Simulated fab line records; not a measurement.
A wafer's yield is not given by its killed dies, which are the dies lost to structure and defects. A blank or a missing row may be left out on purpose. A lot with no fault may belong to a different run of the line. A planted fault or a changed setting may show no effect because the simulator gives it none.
Which tool is to blame? -- flow sky130 -- route of 708 steps, sampled at 1 step: 12 lots, 36 wafers

== WHAT THE GAUGES SHOWED, per wafer ==
SKY_CAPM_THK_MEAS_01.
lot,measured,on,CAPM_CVD_00_THK (nm)
L075,day 37 22:11,film-metro-01,15.42 15.94 15.63
L077,day 38 19:39,film-metro-01,15.64 15.90 15.94
L079,day 39 03:38,film-metro-03,15.51 15.62 15.80
L081,day 40 02:49,film-metro-02,15.92 15.96 15.66
L083,day 40 06:36,film-metro-01,15.64 15.80 15.51
L085,day 41 04:59,film-metro-02,15.36 15.14 15.24
L087,day 41 13:35,film-metro-01,15.60 15.30 15.40
L089,day 42 04:01,film-metro-02,15.27 15.36 15.29
L091,day 42 13:59,film-metro-03,15.43 15.94 15.80
L093,day 43 05:10,film-metro-01,15.84 15.63 15.96
L095,day 43 19:25,film-metro-02,15.05 15.12 15.47
L097,day 44 07:50,film-metro-01,15.37 15.80 15.81

== WHICH TOOL RAN EACH LOT (tool, then ch and the chambers of the sampled wafers, then the start) ==
The record shows no process step preceding these readings.

== THE ANSWER, worked out from the rows above alone ==
Rule: the lots themselves supply what counts as usual. The widest of any qualifying gaps counts: lots, ordered by their means at a reading, are off when they make up no more than a third of the lots, leave a main group of 4 or more, and stand apart from it by 3 or more times the standard deviation of that group's means. A main group whose means are all the same, to the digits that the tables above print for the reading, isn't used. Also off: a lot with no number at a reading for which 4 or more lots have one. Where the step has rows for the other lots, those lots are counted as sound.
No lot is off on any of the readings shown, so nothing can be concluded from this.

== WHAT THE SIMULATOR HAD PUT IN ==
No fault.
